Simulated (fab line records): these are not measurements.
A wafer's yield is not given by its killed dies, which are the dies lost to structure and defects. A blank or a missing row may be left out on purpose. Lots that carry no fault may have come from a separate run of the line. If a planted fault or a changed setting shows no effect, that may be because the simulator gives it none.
fab line records -- flow sky130
[record] lots = 13, wafers = 38, lastDay = 50
route steps=708 shown SD_N@350 METAL1@436 VIA1@473 VIA3@581 PAD_OPEN@708
lots untouched by any fault: they come from a run of this same line in which no faults occurred
startH: hours from the record's opening day to when the first of the lot's shown wafers began -- waitH: time in hours since the lot's previous step -- " identical to the entry in the row above -- L1.1+2: a single row standing in for several wafers -- - value missing, or start not given -- * or withheld: withheld -- < > ~ a bound
route shown NAME@n: NAME is a module with steps in the file, n the number in the route of the first one -- usual: mean/standard deviation of fault-free wafers -- same: alike in all rows -- chamber/n: place in a boat -- sites: readings site by site -- _std_site: the standard deviation of these -- _edge_site: mean of outer sites minus mean of inner sites -- radiusMm: how far each site lies from the wafer's centre -- mask NAME#n: copy n -- behind: tool/chamber where the wafer was last shaped -- hold: reason for holding the lot/hours on hold/outcome of the hold -- device: names the non-switching transistor (n, p or np) -- end of line: the same wafers' tests at the end of the route -- a step with no rows: only its recipe -- killed: dies that structure and defects cost at the first sort, which is not the same as the wafer's yield -- map: dies across one wafer; x = killed, . = not, _ = none there
set.NAME: the setting that was run; set.NAME@STEP: the one run at that earlier step -- model.NAME: the simulator's own value behind a step, which no gauge read
a sample of lots followed through the steps of the route, with each step as a table and each wafer as a row
services: the hour from which a tool's chamber was out of use, counted from the record's first day as startH (under 0 if before that day), plus the number of hours and why
[[steps]]
[step SKY_SD_N_OVL_MEAS_08]
[usual] SD_N_OVL = -0.6/1.5
lot.wafer,tool,chamber,startH,waitH,SD_N_OVL[nm]
L292.4,overlay-01,-,643.33,0.1,2.1
L292.5,overlay-01,-,643.33,0.1,0.4
L292.6,overlay-01,-,643.33,0.1,0.9
L294.1,overlay-01,-,658.38,0.1,-2.4
L294.5,overlay-01,-,658.38,0.1,-0.9
L294.6,overlay-01,-,658.38,0.1,-1.1
L293.1,overlay-02,-,658.49,0.1,-0.4
L293.4,overlay-02,-,658.49,0.1,-1.2
L293.5,overlay-02,-,658.49,0.1,0.6
L295.1,overlay-01,-,670.57,0.1,2.2
L295.3,overlay-01,-,670.57,0.1,1.3
L295.5,overlay-01,-,670.57,0.1,0.4
L296.2,overlay-01,-,674.37,0.1,1.1
L296.4,overlay-01,-,674.37,0.1,1.0
L296.5,overlay-01,-,674.37,0.1,1.2
L298.1,overlay-02,-,700.27,0.1,-1.5
L298.3,overlay-02,-,700.27,0.1,-2.7
L298.5,overlay-02,-,700.27,0.1,-2.5
L299.2,overlay-01,-,705.47,0.1,-1.3
L299.3,overlay-01,-,705.47,0.1,0.4
L299.4,overlay-01,-,705.47,0.1,0.6
L305.1,overlay-01,-,752.39,0.1,-0.7
L305.3,overlay-01,-,752.39,0.1,-2.3
L305.6,overlay-01,-,752.39,0.1,-2.9
L306.1,overlay-01,-,759.59,0.1,-0.7
L306.5,overlay-01,-,759.59,0.1,-2.7
L310.1,overlay-02,-,788.89,0.1,0.3
L310.5,overlay-02,-,788.89,0.1,-0.1
L310.6,overlay-02,-,788.89,0.1,0.6
L312.1,overlay-02,-,805.64,0.1,-1.3
L312.3,overlay-02,-,805.64,0.1,2.1
L312.4,overlay-02,-,805.64,0.1,-1.9
L314.1,overlay-01,-,821.22,0.1,-2.1
L314.4,overlay-01,-,821.22,0.1,-1.5
L314.6,overlay-01,-,821.22,0.1,-0.9
L315.1,overlay-01,-,823.44,0.1,0.0
L315.4,overlay-01,-,823.44,0.1,-1.2
L315.6,overlay-01,-,823.44,0.1,0.9
[step SKY_METAL1_SPUTTER_02]
[recipe] material = AlCu, targetThkNm = 250, powerW = 10600, timeS = 13.3, chamberPressurePa = 0.4
[usual] throttleValvePct = 30.1/0.93
lot.wafer,tool,chamber,startH,waitH,throttleValvePct
L292.4,pvdSputter-03,-,732.40,0.0,28.9
L292.5,pvdSputter-03,-,732.40,0.0,31.2
L292.6,pvdSputter-03,-,732.40,0.0,28.4
L294.1,pvdSputter-02,-,748.99,0.0,30.9
L294.5,pvdSputter-02,-,748.99,0.0,31.0
L294.6,pvdSputter-02,-,748.99,0.0,31.5
L293.1,pvdSputter-04,-,749.59,0.0,29.3
L293.4,pvdSputter-04,-,749.59,0.0,30.2
L293.5,pvdSputter-04,-,749.59,0.0,30.3
L295.1,pvdSputter-03,-,760.51,0.0,30.1
L295.3,pvdSputter-03,-,760.51,0.0,30.1
L295.5,pvdSputter-03,-,760.51,0.0,30.1
L296.2,pvdSputter-03,-,762.47,0.0,30.0
L296.4,pvdSputter-03,-,762.47,0.0,28.9
L296.5,pvdSputter-03,-,762.47,0.0,31.4
L298.1,pvdSputter-04,-,788.04,0.0,29.3
L298.3,pvdSputter-04,-,788.04,0.0,29.5
L298.5,pvdSputter-04,-,788.04,0.0,28.5
L299.2,pvdSputter-02,-,793.20,0.0,29.2
L299.3,pvdSputter-02,-,793.20,0.0,30.9
L299.4,pvdSputter-02,-,793.20,0.0,30.5
L305.1,pvdSputter-02,-,838.31,0.0,30.2
L305.3,pvdSputter-02,-,838.31,0.0,30.9
L305.6,pvdSputter-02,-,838.31,0.0,29.1
L306.1,pvdSputter-02,-,845.55,0.0,30.8
L306.5,pvdSputter-02,-,845.55,0.0,31.6
L310.1,pvdSputter-03,-,874.14,0.0,31.3
L310.5,pvdSputter-03,-,874.14,0.0,30.4
L310.6,pvdSputter-03,-,874.14,0.0,30.2
L312.1,pvdSputter-04,-,891.10,0.0,29.4
L312.3,pvdSputter-04,-,891.10,0.0,28.7
L312.4,pvdSputter-04,-,891.10,0.0,29.2
L314.1,pvdSputter-02,-,905.98,0.0,30.3
L314.4,pvdSputter-02,-,905.98,0.0,29.0
L314.6,pvdSputter-02,-,905.98,0.0,29.2
L315.1,pvdSputter-04,-,908.35,0.0,30.2
L315.4,pvdSputter-04,-,908.35,0.0,28.5
L315.6,pvdSputter-04,-,908.35,0.0,29.2
[step SKY_VIA1_ETCH_15]
[recipe] target = SiO2, chemistry = C4F8/O2/Ar, targetDepthNm = 351, stopOn = TiN, maskMaterial = KrF-thick, sourceW = 1500, biasW = 1200, pressureMtorr = 40, c4f8FlowSccm = withheld, O2_flow_sccm = 6, Ar_flow_sccm = 300, timeS = 54
[usual] oesProductAu = 0.981/0.0052, rfFwdPowerW = 1488/5.2
lot.wafer,tool,chamber,startH,waitH,oesProductAu,rfFwdPowerW,rfHoursCounterH
L292.4,rieDiel-02,0,789.40,0.0,0.984,1487,-
L292.5,rieDiel-02,2,789.40,0.0,0.989,1490,-
L292.6,rieDiel-02,3,789.40,0.0,0.985,1489,-
L294.1,rieDiel-04,0,803.34,0.0,0.974,1487,3
L294.5,rieDiel-04,1,803.34,0.0,0.981,1494,-
L294.6,rieDiel-04,2,803.34,0.0,0.976,1480,-
L293.1,rieDiel-04,1,805.19,0.0,0.984,1491,26
L293.4,rieDiel-04,2,805.19,0.0,0.978,1493,-
L293.5,rieDiel-04,0,805.19,0.0,0.976,1485,-
L295.1,rieDiel-01,1,816.01,0.0,0.988,1489,10
L295.3,rieDiel-01,3,816.01,0.0,0.978,1486,5
L295.5,rieDiel-01,1,816.01,0.0,0.974,1482,-
L296.2,rieDiel-02,0,819.33,0.0,0.976,1496,2
L296.4,rieDiel-02,2,819.33,0.0,0.982,1491,-
L296.5,rieDiel-02,0,819.33,0.0,0.983,1486,-
L298.1,rieDiel-04,0,842.76,0.0,0.970,1486,4
L298.3,rieDiel-04,1,842.76,0.0,0.980,1491,28
L298.5,rieDiel-04,3,842.76,0.0,0.985,1488,-
L299.2,rieDiel-04,0,848.44,0.0,0.981,1484,5
L299.3,rieDiel-04,2,848.44,0.0,0.980,1484,0
L299.4,rieDiel-04,3,848.44,0.0,0.984,1483,7
L305.1,rieDiel-04,2,892.78,0.0,0.971,1475,2
L305.3,rieDiel-04,3,892.78,0.0,0.985,1489,8
L305.6,rieDiel-04,1,892.78,0.0,0.978,1484,-
L306.1,rieDiel-02,2,898.63,0.0,0.983,1493,22
L306.5,rieDiel-02,2,898.63,0.0,0.978,1486,-
L310.1,rieDiel-02,1,926.65,0.0,0.983,1487,9
L310.5,rieDiel-02,1,926.65,0.0,0.984,1486,-
L310.6,rieDiel-02,0,926.65,0.0,0.974,1495,-
L312.1,rieDiel-01,0,942.41,0.0,0.981,1467,2
L312.3,rieDiel-01,3,942.41,0.0,0.984,1487,7
L312.4,rieDiel-01,1,942.41,0.0,0.982,1483,-
L314.1,rieDiel-04,3,956.39,0.0,0.983,1479,10
L314.4,rieDiel-04,0,956.39,0.0,0.983,1491,8
L314.6,rieDiel-04,0,956.39,0.0,0.978,1491,-
L315.1,rieDiel-04,0,958.66,0.0,0.980,1482,9
L315.4,rieDiel-04,2,958.66,0.0,0.984,1492,4
L315.6,rieDiel-04,3,958.66,0.0,0.981,1489,-
[step SKY_VIA3_SOFTBAKE_08]
[recipe] tempC = 100, timeS = 90, resist = KrF-thick
[usual] runLengthS = 119.22/0.14
lot.wafer,tool,chamber,startH,waitH,runLengthS
L292.4,lithoTrack-03,0,913,-,119.11
L292.5,lithoTrack-03,0,913,-,119.07
L292.6,lithoTrack-03,0,913,-,119.11
L294.1,lithoTrack-01,0,925,-,119.24
L294.5,lithoTrack-01,0,926,-,119.63
L294.6,lithoTrack-01,0,926,-,119.39
L293.1,lithoTrack-04,0,928,-,119.18
L293.4,lithoTrack-04,0,928,-,119.09
L293.5,lithoTrack-04,0,928,-,119.35
L295.1,lithoTrack-04,0,938,-,119.08
L295.3,lithoTrack-04,0,938,-,119.48
L295.5,lithoTrack-04,0,938,-,119.02
L296.2,lithoTrack-04,0,942,-,119.23
L296.4,lithoTrack-04,0,942,-,119.33
L296.5,lithoTrack-04,0,942,-,119.09
L298.1,lithoTrack-03,0,963,-,119.03
L298.3,lithoTrack-03,0,963,-,119.23
L298.5,lithoTrack-03,0,963,-,119.05
L299.2,lithoTrack-04,0,967,-,119.08
L299.3,lithoTrack-04,0,967,-,119.11
L299.4,lithoTrack-04,0,967,-,119.15
L305.1,lithoTrack-03,0,1007,-,126.17
L305.3,lithoTrack-03,0,1007,-,119.11
L305.6,lithoTrack-03,0,1007,-,119.17
L306.1,lithoTrack-03,0,1015,-,126.35
L306.5,lithoTrack-03,0,1015,-,119.13
L310.1,lithoTrack-01,0,1040,-,119.25
L310.5,lithoTrack-01,0,1040,-,119.44
L310.6,lithoTrack-01,0,1040,-,119.21
L312.1,lithoTrack-04,0,1053,-,119.24
L312.3,lithoTrack-04,0,1053,-,119.05
L312.4,lithoTrack-04,0,1053,-,119.27
L314.1,lithoTrack-01,0,1066,-,119.22
L314.4,lithoTrack-01,0,1066,-,119.23
L314.6,lithoTrack-01,0,1066,-,119.24
L315.1,lithoTrack-04,0,1068,-,119.09
L315.4,lithoTrack-04,0,1068,-,119.21
L315.6,lithoTrack-04,0,1068,-,119.06
[step SKY_PAD_OPEN_PROBE_99]
[usual] defectLimitedYield = 82.8/2, killed_at_M0_to_M3 = 42/7.3, killed_at_M4_up = 3.2/1.8, killedAtContacts = 25/5.2, killedAtFrontEnd = 15/4.6, killedAtOther = 0.3/0.62, killedDies = 85/9.9, killedOpen = 46/7.1, killedShort = 38/5.7, sort_bin_3_pad_short = 0.9/0.42, sort_bin_5_function = 10.0/1.5, sort_bin_6_memory = 6.3/1.2, sortNPass = 407/9.9, sortYieldPct = 82.8/2
[same] grossDies = 492, killedAtBackSide = 0, sort_bin_4_leakage[%] = 0, sort_bin_8_speed[%] = 0
lot.wafer,tool,chamber,startH,waitH,defectLimitedYield[%],killed_at_M0_to_M3,killed_at_M4_up,killedAtContacts,killedAtFrontEnd,killedAtOther,killedDies,killedOpen,killedShort,sort_bin_3_pad_short[%],sort_bin_5_function[%],sort_bin_6_memory[%],sortNPass,sortYieldPct[%]
L292.4,prober-01,-,1073.87,0.2,82.5,40,1,25,20,0,86,43,43,1.2,9.8,6.5,406,82.5
L292.5,prober-01,-,1073.92,0.2,80.9,47,1,30,16,0,94,51,43,0.8,11.2,7.1,398,80.9
L292.6,prober-01,-,1073.97,0.2,81.9,41,1,28,19,0,89,49,40,0.2,11.0,6.9,403,81.9
L294.1,prober-01,-,1083.82,0.1,80.9,48,4,31,11,0,94,50,44,1.8,10.6,6.7,398,80.9
L294.5,prober-01,-,1084.02,0.2,78.9,58,2,26,18,0,104,59,45,1.4,11.6,8.1,388,78.9
L294.6,prober-01,-,1084.07,0.2,79.7,53,2,25,20,0,100,56,44,1.0,10.4,8.9,392,79.7
L293.1,prober-02,-,1086.12,0.1,78.5,53,3,23,27,0,106,62,44,0.8,12.4,8.3,386,78.5
L293.4,prober-02,-,1086.27,0.2,83.7,38,6,25,11,0,80,46,34,0.4,9.1,6.7,412,83.7
L293.5,prober-02,-,1086.32,0.2,82.1,44,2,26,16,0,88,55,33,0.6,10.6,6.7,404,82.1
L295.1,prober-01,-,1095.04,0.1,78.7,49,2,36,18,0,105,58,47,1.0,14.0,6.3,387,78.7
L295.3,prober-01,-,1095.14,0.2,78.5,46,4,38,18,0,106,61,44,1.2,13.4,6.9,386,78.5
L295.5,prober-01,-,1095.24,0.2,83.7,30,2,24,24,0,80,44,33,0.8,8.1,7.3,412,83.7
L296.2,prober-02,-,1096.09,0.1,82.1,54,0,19,15,0,88,44,44,1.4,11.4,5.1,404,82.1
L296.4,prober-02,-,1096.19,0.2,81.3,49,3,25,13,2,92,49,41,1.2,11.8,5.7,400,81.3
L296.5,prober-02,-,1096.24,0.2,82.7,48,4,24,7,2,85,36,47,1.6,10.2,5.5,407,82.7
L298.1,prober-02,-,1115.89,0.1,80.7,56,4,19,16,0,95,49,46,0.2,13.0,6.1,397,80.7
L298.3,prober-02,-,1115.99,0.2,81.5,55,3,21,12,0,91,55,36,1.0,11.8,5.7,401,81.5
L298.5,prober-02,-,1116.09,0.2,81.3,46,4,27,14,1,92,54,38,0.8,9.6,8.3,400,81.3
L299.2,prober-01,-,1118.97,0.1,81.3,41,6,30,15,0,92,48,44,1.0,9.6,8.1,400,81.3
L299.3,prober-01,-,1119.02,0.2,84.6,38,2,23,13,0,76,43,33,1.2,8.5,5.7,416,84.6
L299.4,prober-01,-,1119.07,0.2,83.3,32,5,29,16,0,82,51,30,0.6,8.7,7.3,410,83.3
L305.1,prober-01,-,1151.71,0.1,86.8,37,4,13,11,0,65,34,31,1.4,8.3,3.5,427,86.8
L305.3,prober-01,-,1151.81,0.2,84.3,41,3,21,12,0,77,43,34,0.4,9.8,5.5,415,84.3
L305.6,prober-01,-,1151.96,0.2,86.8,33,0,18,14,0,65,36,29,0.6,6.5,6.1,427,86.8
L306.1,prober-02,-,1154.92,0.1,85.8,38,3,15,14,0,70,40,30,0.2,10.6,3.5,422,85.8
L306.5,prober-02,-,1155.12,0.2,83.3,44,3,26,9,0,82,44,38,1.0,10.0,5.7,410,83.3
L310.1,prober-02,-,1177.07,0.1,84.1,32,0,28,18,0,78,45,33,1.0,10.0,4.9,414,84.1
L310.5,prober-02,-,1177.27,0.2,84.6,36,2,19,19,0,76,37,39,1.0,9.3,5.1,416,84.6
L310.6,prober-02,-,1177.32,0.2,85.4,44,2,15,11,0,72,41,31,0.4,8.5,5.7,420,85.4
L312.1,prober-02,-,1186.74,0.1,81.3,41,6,31,14,0,92,50,40,1.0,9.3,8.3,400,81.3
L312.3,prober-02,-,1186.84,0.2,79.1,58,5,22,17,1,103,62,41,0.6,12.4,7.9,389,79.1
L312.4,prober-02,-,1186.89,0.2,82.9,44,3,19,18,0,84,53,29,0.4,11.0,5.7,408,82.9
L314.1,prober-02,-,1195.64,0.1,84.1,35,1,26,13,3,78,41,36,0.6,8.7,6.5,414,84.1
L314.4,prober-02,-,1195.79,0.2,85.0,32,2,19,20,1,74,39,34,1.2,10.4,3.5,418,85.0
L314.6,prober-02,-,1195.89,0.2,80.1,48,5,20,23,2,98,53,44,1.2,9.6,9.1,394,80.1
L315.1,prober-01,-,1197.05,0.1,81.7,40,4,31,15,0,90,55,35,0.6,9.8,7.9,402,81.7
L315.4,prober-01,-,1197.20,0.2,79.9,53,6,24,16,0,99,51,48,0.6,12.4,7.1,393,79.9
L315.6,prober-01,-,1197.30,0.2,79.5,52,4,27,18,0,101,52,49,1.2,9.6,9.8,391,79.5
// killed by level:class
L292.4 METAL2:geometricParticle:short=9 LI_CONTACT:geometricParticle:open=8 CONTACT:geometricParticle:open=8 VIA3:geometricParticle:short=7 VIA1:geometricParticle:open=6 FIELD_ISO:geometricParticle:open=5 POLY_GATE:geometricParticle:short=5 METAL1:geometricParticle:short=4
L292.5 CONTACT:geometricParticle:open=15 VIA1:geometricParticle:open=12 POLY_GATE:geometricParticle:short=6 METAL2:geometricParticle:short=6 CONTACT:geometricParticle:short=5 METAL1:geometricParticle:short=5 VIA2:geometricParticle:open=5 VIA3:geometricParticle:open=5
L292.6 LI_CONTACT:geometricParticle:open=9 CONTACT:geometricParticle:open=9 VIA2:geometricParticle:open=7 FIELD_ISO:geometricParticle:short=6 VIA1:geometricParticle:open=6 VIA3:geometricParticle:open=6 LOCAL_INTERCONNECT:geometricParticle:short=5 VIA3:geometricParticle:short=5
L294.1 VIA1:geometricParticle:open=15 CONTACT:geometricParticle:open=9 CONTACT:geometricParticle:short=8 VIA2:geometricParticle:open=6 VIA3:geometricParticle:open=6 LI_CONTACT:geometricParticle:open=5 FIELD_ISO:geometricParticle:short=4 LI_CONTACT:geometricParticle:short=4
L294.5 VIA1:geometricParticle:open=16 VIA3:geometricParticle:open=9 VIA1:geometricParticle:short=8 CONTACT:geometricParticle:open=7 CONTACT:geometricParticle:short=7 LI_CONTACT:geometricParticle:open=6 METAL2:geometricParticle:open=6 POLY_GATE:geometricParticle:open=5
L294.6 CONTACT:geometricParticle:open=13 VIA1:geometricParticle:open=12 POLY_GATE:geometricParticle:open=7 VIA2:geometricParticle:open=7 CONTACT:geometricParticle:short=7 METAL1:geometricParticle:short=6 VIA3:geometricParticle:short=6 VIA1:geometricParticle:short=6
L293.1 VIA1:geometricParticle:open=14 POLY_GATE:geometricParticle:open=9 CONTACT:geometricParticle:open=9 VIA2:geometricParticle:open=9 VIA3:geometricParticle:open=8 VIA1:geometricParticle:short=7 FIELD_ISO:geometricParticle:open=6 CONTACT:geometricParticle:short=6
L293.4 CONTACT:geometricParticle:open=12 LI_CONTACT:geometricParticle:open=9 VIA2:geometricParticle:short=7 VIA1:geometricParticle:open=7 METAL1:geometricParticle:short=5 METAL4:geometricParticle:short=4 FIELD_ISO:geometricParticle:open=3 POLY_GATE:geometricParticle:short=3
L293.5 CONTACT:geometricParticle:open=11 VIA2:geometricParticle:open=11 VIA1:geometricParticle:open=10 POLY_GATE:geometricParticle:open=5 LI_CONTACT:geometricParticle:open=5 CONTACT:geometricParticle:short=4 VIA3:geometricParticle:open=4 VIA1:geometricParticle:short=4
L295.1 CONTACT:geometricParticle:open=11 VIA2:geometricParticle:open=9 LI_CONTACT:geometricParticle:open=8 CONTACT:geometricParticle:short=8 VIA3:geometricParticle:open=8 METAL2:geometricParticle:short=8 VIA1:geometricParticle:open=7 VIA2:geometricParticle:short=7
L295.3 LI_CONTACT:geometricParticle:open=15 VIA1:geometricParticle:open=13 CONTACT:geometricParticle:open=10 VIA2:geometricParticle:open=8 FIELD_ISO:geometricParticle:short=6 METAL1:geometricParticle:short=5 LI_CONTACT:geometricParticle:short=4 LOCAL_INTERCONNECT:geometricParticle:short=4
L295.5 CONTACT:geometricParticle:open=11 VIA1:geometricParticle:open=7 POLY_GATE:geometricParticle:short=6 LI_CONTACT:geometricParticle:open=6 VIA3:geometricParticle:open=5 CONTACT:geometricParticle:short=5 VIA2:geometricParticle:open=5 FIELD_ISO:geometricParticle:short=4
L296.2 CONTACT:geometricParticle:open=12 VIA1:geometricParticle:open=11 METAL1:geometricParticle:short=8 VIA1:geometricParticle:short=8 FIELD_ISO:geometricParticle:short=6 VIA3:geometricParticle:open=6 VIA3:geometricParticle:short=4 VIA2:geometricParticle:short=4
L296.4 VIA1:geometricParticle:open=12 VIA2:geometricParticle:open=11 LI_CONTACT:geometricParticle:open=7 CONTACT:geometricParticle:open=7 METAL2:geometricParticle:short=6 LOCAL_INTERCONNECT:geometricParticle:short=5 VIA1:geometricParticle:short=5 FIELD_ISO:geometricParticle:open=4
L296.5 METAL2:geometricParticle:short=8 LI_CONTACT:geometricParticle:open=7 METAL1:geometricParticle:short=7 VIA1:geometricParticle:short=6 VIA1:geometricParticle:open=6 LOCAL_INTERCONNECT:geometricParticle:short=5 CONTACT:geometricParticle:open=5 VIA3:geometricParticle:open=5
L298.1 VIA1:geometricParticle:open=11 VIA2:geometricParticle:short=10 METAL1:geometricParticle:short=8 VIA3:geometricParticle:open=8 VIA2:geometricParticle:open=7 POLY_GATE:geometricParticle:open=6 METAL2:geometricParticle:short=6 CONTACT:geometricParticle:open=5
L298.3 VIA1:geometricParticle:open=11 CONTACT:geometricParticle:open=10 VIA2:geometricParticle:open=10 VIA3:geometricParticle:open=9 VIA2:geometricParticle:short=6 LI_CONTACT:geometricParticle:open=5 CONTACT:geometricParticle:short=5 VIA1:geometricParticle:short=5
L298.5 CONTACT:geometricParticle:open=14 LI_CONTACT:geometricParticle:open=7 VIA1:geometricParticle:short=7 VIA3:geometricParticle:open=7 VIA1:geometricParticle:open=6 METAL2:geometricParticle:short=5 VIA2:geometricParticle:open=5 FIELD_ISO:geometricParticle:open=4
L299.2 VIA1:geometricParticle:open=16 CONTACT:geometricParticle:short=8 CONTACT:geometricParticle:open=8 LI_CONTACT:geometricParticle:open=7 VIA1:geometricParticle:short=5 LI_CONTACT:geometricParticle:short=4 METAL1:geometricParticle:short=4 METAL4:geometricParticle:short=4
L299.3 VIA1:geometricParticle:open=10 CONTACT:geometricParticle:open=9 LI_CONTACT:geometricParticle:open=7 METAL1:geometricParticle:short=7 FIELD_ISO:geometricParticle:short=6 VIA2:geometricParticle:open=6 CONTACT:geometricParticle:short=4 VIA2:geometricParticle:short=4
L299.4 CONTACT:geometricParticle:open=14 VIA3:geometricParticle:open=9 FIELD_ISO:geometricParticle:short=7 LI_CONTACT:geometricParticle:open=7 VIA1:geometricParticle:open=6 FIELD_ISO:geometricParticle:open=5 CONTACT:geometricParticle:short=5 VIA2:geometricParticle:open=5
L305.1 VIA1:geometricParticle:open=8 VIA3:geometricParticle:open=6 VIA2:geometricParticle:open=6 FIELD_ISO:geometricParticle:open=5 CONTACT:geometricParticle:short=5 METAL2:geometricParticle:short=5 CONTACT:geometricParticle:open=3 VIA2:geometricParticle:short=3
L305.3 METAL1:geometricParticle:short=10 LI_CONTACT:geometricParticle:open=8 VIA1:geometricParticle:open=8 CONTACT:geometricParticle:open=7 VIA2:geometricParticle:open=5 VIA3:geometricParticle:open=5 FIELD_ISO:geometricParticle:open=4 FIELD_ISO:geometricParticle:short=4
L305.6 CONTACT:geometricParticle:open=6 VIA1:geometricParticle:open=6 VIA3:geometricParticle:open=4 LI_CONTACT:geometricParticle:open=4 LI_CONTACT:geometricParticle:short=4 METAL1:geometricParticle:short=4 METAL2:geometricParticle:short=4 VIA2:geometricParticle:open=4
L306.1 VIA1:geometricParticle:open=14 CONTACT:geometricParticle:open=6 METAL1:geometricParticle:short=6 POLY_GATE:geometricParticle:open=4 CONTACT:geometricParticle:short=4 VIA2:geometricParticle:short=4 VIA3:geometricParticle:open=4 POLY_GATE:geometricParticle:short=3
L306.5 VIA1:geometricParticle:open=12 CONTACT:geometricParticle:short=7 CONTACT:geometricParticle:open=7 METAL1:geometricParticle:short=6 VIA2:geometricParticle:open=6 LI_CONTACT:geometricParticle:open=5 METAL3:geometricParticle:short=5 VIA3:geometricParticle:open=5
L310.1 CONTACT:geometricParticle:open=11 VIA1:geometricParticle:open=9 LI_CONTACT:geometricParticle:short=6 POLY_GATE:geometricParticle:short=5 LI_CONTACT:geometricParticle:open=5 VIA3:geometricParticle:open=5 POLY_GATE:geometricParticle:open=4 METAL2:geometricParticle:short=4
L310.5 CONTACT:geometricParticle:open=7 METAL1:geometricParticle:short=7 METAL2:geometricParticle:short=7 VIA2:geometricParticle:open=7 FIELD_ISO:geometricParticle:short=5 POLY_GATE:geometricParticle:open=5 LI_CONTACT:geometricParticle:open=5 VIA1:geometricParticle:open=5
L310.6 VIA2:geometricParticle:open=9 METAL2:geometricParticle:short=7 VIA3:geometricParticle:open=6 CONTACT:geometricParticle:open=5 VIA1:geometricParticle:open=5 LI_CONTACT:geometricParticle:open=4 POLY_GATE:geometricParticle:open=3 LOCAL_INTERCONNECT:geometricParticle:short=3
L312.1 VIA2:geometricParticle:open=10 CONTACT:geometricParticle:open=9 VIA1:geometricParticle:open=8 LOCAL_INTERCONNECT:geometricParticle:short=7 VIA3:geometricParticle:open=7 FIELD_ISO:geometricParticle:short=5 LI_CONTACT:geometricParticle:open=5 CONTACT:geometricParticle:short=5
L312.3 VIA1:geometricParticle:open=14 VIA3:geometricParticle:open=11 VIA2:geometricParticle:open=8 FIELD_ISO:geometricParticle:open=7 CONTACT:geometricParticle:open=7 VIA1:geometricParticle:short=7 CONTACT:geometricParticle:short=5 POLY_GATE:geometricParticle:short=4
L312.4 VIA1:geometricParticle:open=13 VIA2:geometricParticle:open=8 METAL2:geometricParticle:short=7 FIELD_ISO:geometricParticle:open=6 CONTACT:geometricParticle:open=6 VIA3:geometricParticle:open=5 POLY_GATE:geometricParticle:open=4 LI_CONTACT:geometricParticle:open=4
L314.1 CONTACT:geometricParticle:open=11 VIA1:geometricParticle:open=11 VIA3:geometricParticle:short=6 VIA2:geometricParticle:open=5 CONTACT:geometricParticle:short=5 LOCAL_INTERCONNECT:geometricParticle:short=5 POLY_GATE:geometricParticle:short=4 FIELD_ISO:geometricParticle:short=3
L314.4 CONTACT:geometricParticle:open=8 VIA1:geometricParticle:open=8 FIELD_ISO:geometricParticle:short=6 VIA1:geometricParticle:short=6 POLY_GATE:geometricParticle:short=5 LI_CONTACT:geometricParticle:open=5 POLY_GATE:geometricParticle:open=4 VIA2:geometricParticle:open=4
L314.6 VIA1:geometricParticle:open=14 FIELD_ISO:geometricParticle:open=7 CONTACT:geometricParticle:open=7 VIA2:geometricParticle:short=7 VIA1:geometricParticle:short=7 LI_CONTACT:geometricParticle:open=5 METAL1:geometricParticle:short=5 VIA2:geometricParticle:open=5
L315.1 CONTACT:geometricParticle:open=15 VIA1:geometricParticle:open=11 LI_CONTACT:geometricParticle:open=7 METAL1:geometricParticle:short=7 METAL2:geometricParticle:short=7 CONTACT:geometricParticle:short=6 VIA3:geometricParticle:open=6 FIELD_ISO:geometricParticle:open=4
L315.4 VIA1:geometricParticle:open=13 CONTACT:geometricParticle:open=10 VIA2:geometricParticle:open=10 VIA1:geometricParticle:short=9 METAL1:geometricParticle:short=6 POLY_GATE:geometricParticle:short=5 LOCAL_INTERCONNECT:geometricParticle:short=5 FIELD_ISO:geometricParticle:short=4
L315.6 VIA1:geometricParticle:open=15 CONTACT:geometricParticle:open=11 LI_CONTACT:geometricParticle:open=9 VIA1:geometricParticle:short=9 METAL2:geometricParticle:short=8 POLY_GATE:geometricParticle:short=7 VIA3:geometricParticle:open=5 FIELD_ISO:geometricParticle:short=4
[[services]]
tool,chamber,startH,hours,kind
pvdSputter-02,-,724.68,2.8,repair
rieDiel-04,-,772.19,1.5,repair
rieDiel-02,1,779.88,11.5,repair
rieDiel-01,-,789.52,0.8,repair
rieDiel-01,-,791.56,14.6,pm
rieDiel-04,3,803.63,8.8,repair
pvdSputter-02,-,809.17,0.7,repair
rieDiel-02,1,813.81,6.2,repair
rieDiel-02,1,838.07,10.5,repair
rieDiel-04,3,854.77,7.2,repair
pvdSputter-02,-,880.44,0.7,repair
rieDiel-04,-,905.35,0.6,repair
rieDiel-04,-,936.89,0.9,repair
rieDiel-02,1,944.17,4.7,repair
rieDiel-02,1,949.62,13.7,repair
rieDiel-02,3,950.87,4.8,repair
pvdSputter-03,-,967.12,17.7,repair
rieDiel-02,3,977.78,1.4,repair
rieDiel-02,-,989.23,14.6,pm
rieDiel-04,3,1024.89,8.0,repair
rieDiel-04,1,1025.32,1.6,repair
pvdSputter-03,-,1038.49,1.9,repair
rieDiel-02,2,1045.87,7.2,repair
rieDiel-02,2,1057.39,11.7,repair
[[key]]
[firstSign] step = SKY_VIA3_SOFTBAKE_08, reading = runLengthS, direction = up, sigmas = 51, usual = *, struck = *
effect none on later readings
metAt SKY_VIA3_SOFTBAKE_08
struckLots L305,L306
struckWafers L305.1,L306.1
notActingAt SKY_SD_N_OVL_MEAS_08,SKY_METAL1_SPUTTER_02,SKY_VIA1_ETCH_15
onsetBetween 963 1007
[fault] kind = processParameterDrift, tool = lithoTrack-03, chamber = -, onsetH = 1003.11, steps = SKY_VIA3_SOFTBAKE_08, channel = timeS, offset = *, shape = step, endH = 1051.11, scope = struckWafersOnly, actsIn = *, stated = *
